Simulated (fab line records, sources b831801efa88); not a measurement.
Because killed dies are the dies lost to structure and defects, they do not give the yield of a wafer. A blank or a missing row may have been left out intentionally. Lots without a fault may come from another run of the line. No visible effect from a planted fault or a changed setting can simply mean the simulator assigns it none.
Problem report, 8D (eight disciplines) form, completed by code :: flow sky130 :: the parts of the form that need people (team, actions taken, sign-off) are left out

## 1. WHAT WENT WRONG
A mean of 1239 W is read at SKY_VIA1_ETCH_15 for rf fwd power W, taken on 1 wafer of 1 lot, against 1486 W (standard deviation 5.1) on wafers free of any fault. Measured from the usual mean, that is -48 standard deviations.
The step: etches SiO2 in C4F8/O2/Ar, stops on TiN, target depth 351 nm, time 54 s.
First seen on wafer L802.4, day 38 13:49, on rie diel-04. At this step, 39 wafers from 13 lots have a number in the record. The rule behind "out" and "out of limits": a value lying over 4 standard deviations away from the usual mean. The other wafers with a number count as sound.

## 2. WHAT THIS IS AND IS NOT
question: which readings at this step
is: rf fwd power W
is not: -

question: which lots
is: L802
is not: L787, L789, L790, L791, L794, L795, L796, L798, L799, L800, L803, L810

question: which wafers of those lots
is: L802.4
is not: L802.2, L802.5

question: read on which tools
is: rie diel-04
is not: rie diel-01, rie diel-02

question: when
is: from day 38 13:49
is not: up to then (32 sound wafers); but 6 sound wafers of L803, L810 came after

## 3. WHAT RULES OUT EACH SUSPECT
Counting: a tool at a process step up to the reading stays a suspect if it ran every lot that is out. Sound lots after the first of them don't rule it out here, since some wafers of a struck lot are sound.
- rie diel-04 at SKY_VIA1_ETCH_15 (etches SiO2 in C4F8/O2/Ar, stops on TiN, target depth 351 nm, time 54 s): kept. It processed L802, the lot that is out, at day 38 13:49, and its most recent sound lot before then was L800 at day 38 07:46. Its own rf fwd power W readings are out on those wafers.
- rie diel-04, SKY_VIA1_ETCH_15: wafers that are out in chamber 3, sound lot-mates in chambers 0, 1.
After counting, what remains is rie diel-04 at SKY_VIA1_ETCH_15.

## 4. THE CAUSE (what the simulator had put in)
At SKY_VIA1_ETCH_15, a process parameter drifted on rie diel-04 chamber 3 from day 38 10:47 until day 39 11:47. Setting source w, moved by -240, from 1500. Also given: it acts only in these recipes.
Only this tool survived the counting.

## 5. THE EFFECT CHAIN, in route order
Rows list readings where the struck wafers' mean (over those with a number) sits beyond 3 standard deviations from the usual. Only readings for which the record gives a usual standard deviation are gone through. hours: the time from each lot's start at the first step in this table that gives one to its start at this step, as a median over the lots. sigmas: the change in usual standard deviations.
hours: 0
step: SKY_VIA1_ETCH_15
reading: oes product au
usual: 0.979 a.u.
on struck wafers: 0.954
change: -0.025
sigmas: -3.8

hours: 0
step: SKY_VIA1_ETCH_15
reading: rf fwd power W
usual: 1486 W
on struck wafers: 1239
change: -247
sigmas: -48
It contains these process steps:
- SKY_VIA1_ETCH_15: etches SiO2 in C4F8/O2/Ar, stops on TiN, target depth 351 nm, time 54 s.
At these later measuring or inspecting steps, every struck wafer for which the step has a row has a number for every such reading, and none has moved that far: SKY_VIA1_THK_MEAS_23.

## 6. WHAT WOULD HAVE CAUGHT IT SOONER
First out-of-limits reading in this record: day 38 13:49, which is 3 hours after fault onset at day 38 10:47.
